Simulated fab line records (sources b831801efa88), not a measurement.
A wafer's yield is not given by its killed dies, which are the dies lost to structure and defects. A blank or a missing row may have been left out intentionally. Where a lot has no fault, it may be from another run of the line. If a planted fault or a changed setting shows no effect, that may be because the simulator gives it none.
A lot that was struck, set against a sound lot -- flow sky130 -- 17 steps out of a route of 708
Sound: these wafers, L558.1, L558.4, L558.5. Wafers L569.2, L569.4, L569.5 were the ones struck. At the end, the cause is stated.
For every step that has rows: the tool of each side, followed by ch and its chambers, followed by its first start. Under that, the readings that differ: sound wafers -- struck wafers -- difference of the means -- sigmas: that difference in standard deviations of wafers without a fault.
alike: readings whose means differ by less than 2 such deviations, and words and numbers that are the same on both sides. not compared: withheld readings, readings that some wafer has no value for, bounds like >300 that may hide the same value, and numbers for which the record gives no deviation and whose values overlap.
The two part at a step that has a row with sigmas, a row that says differs or no value, or rows on one side only. Numbers that have no deviation but don't overlap get no sigmas and don't part them. A reading that every wafer of one side lacks parts them only if that side has two wafers or more.

first, 1 step without rows for these wafers: SKY_VT_ADJUST_LVTN_IMPLANT_19.
SKY_VT_ADJUST_LVTN_STRIP_20: strips in O2/N2.
  sound on plasma asher-02 ch 0,1, day 9 04:36; struck on plasma asher-04 ch 0,1, day 12 10:45
  alike: drypump motor current A, n2 flow sccm, oes product au, strip time to endpoint s
  not compared: rf hours counter h
SKY_VT_ADJUST_LVTN_TW_MEAS_21:
  sound: film metro-02 at day 9 04:42; struck: film metro-04 at day 12 10:52
reading,sound,struck,difference,sigmas
VT_ADJUST_LVTN_2_TW,186.9 187.2 186.9,190.9 191.2 190.7,+3.9,+2
then, 7 steps without rows for these wafers: SKY_VT_ADJUST_NCORE_DEHYDRATE_00 (time 60 s); SKY_VT_ADJUST_NCORE_HMDS_01 (prime time 60 s); SKY_VT_ADJUST_NCORE_COAT_02 (resist thk 1140 nm); SKY_VT_ADJUST_NCORE_SOFTBAKE_03 (time 60 s); SKY_VT_ADJUST_NCORE_EXPOSE_04 (exposes mask LVTN COMPLEMENT THIN, target cd 380 nm); SKY_VT_ADJUST_NCORE_PEB_05; SKY_VT_ADJUST_NCORE_DEVELOP_06 (develop time 60 s).
SKY_VT_ADJUST_NCORE_CD_MEAS_07 targets a cd of 380 nm.
  sound: cd sem-01 at day 10 01:05; struck: cd sem-01 at day 13 10:15
  alike: cd nm
SKY_VT_ADJUST_NCORE_OVL_MEAS_08:
  sound: overlay-01 at day 10 01:12; struck: overlay-02 at day 13 10:22
  alike: VT_ADJUST_NCORE_OVL
SKY_VT_ADJUST_NCORE_IMPLANT_09:
  sound on implanter-04 ch 0, day 10 01:14; struck on implanter-02 ch 0, day 13 10:25
reading,sound,struck,difference,sigmas
beam on s (s),10.26 9.63 9.74,11.04 10.81 10.69,+0.97,+5
end station pressure torr (Torr),5.18e-06 5.03e-06 5.05e-06,6.372e-05 6.287e-05 6.043e-05,+5.725e-05,+99 or more
faraday current uA,13.18 13.92 13.91,11.83 12.06 12.15,-1.66,-7
SKY_VT_ADJUST_NCORE_STRIP_10: strips in O2/N2.
  sound on plasma asher-03 ch 1, day 10 01:23; struck on plasma asher-04 ch 0,1, day 13 10:32
  alike: drypump motor current A, n2 flow sccm, oes product au, strip time to endpoint s
  not compared: rf hours counter h
SKY_VT_ADJUST_NCORE_TW_MEAS_11:
  sound: film metro-02 at day 10 01:29; struck: film metro-01 at day 13 10:39
reading,sound,struck,difference,sigmas
VT_ADJUST_NCORE_TW,217.7 217.4 217.8,224.6 224.1 224.3,+6.7,+4
then, 1 step without rows for these wafers: SKY_VT_ADJUST_HVTR_DEHYDRATE_00 (time 60 s).
-- the record jumps here: 36 days lie between the struck wafers' starts before and after (it left off in module VT_ADJUST_HVTR and takes up again in module PAD_OPEN, whose first step shown is number 708 of the route) --
SKY_PAD_OPEN_PROBE_99:
  sound: prober-01 at day 47 03:47; struck: prober-02 at day 49 12:44
reading,sound,struck,difference,sigmas
model.etest.nfet_16v.r on ohm um,1.396e+04 1.396e+04 1.399e+04,1.417e+04 1.429e+04 1.419e+04,+2.467e+02,
model.etest.res pwell under gate.rs ohm sq,2264 2260 2254,2223 2214 2211,-43,
model.etest.pfet_16v.vt v (V),-1.089 -1.084 -1.08,-1.029 -1.032 -1.026,+0.055,
model.etest.pfet g5v0d10v5.vt long v (V),-0.918 -0.9111 -0.9087,-0.8684 -0.8695 -0.8683,+0.0439,
model.etest.nfet g5v0d10v5.vt sat v (V),0.7636 0.7638 0.7639,0.7828 0.7853 0.793,+0.0233,
  alike: killed_at_M0_to_M3, killed_at_M4_up, killed at contacts, killed at front end, killed at other, killed dies, killed open, killed short
  not compared: model.etest.pfet g5v0d10v5.off log10 a um, model.etest.pfet g5v0d10v5.vt sat v, model.etest.pfet g5v0d10v5.vt v

## WHERE THEY PART
Last at SKY_VT_ADJUST_NCORE_TW_MEAS_11 as far as this record goes, first at SKY_VT_ADJUST_LVTN_TW_MEAS_21. Later steps at which nothing parts them and some readings are alike: SKY_PAD_OPEN_PROBE_99.

WHY: the cause the simulator had injected
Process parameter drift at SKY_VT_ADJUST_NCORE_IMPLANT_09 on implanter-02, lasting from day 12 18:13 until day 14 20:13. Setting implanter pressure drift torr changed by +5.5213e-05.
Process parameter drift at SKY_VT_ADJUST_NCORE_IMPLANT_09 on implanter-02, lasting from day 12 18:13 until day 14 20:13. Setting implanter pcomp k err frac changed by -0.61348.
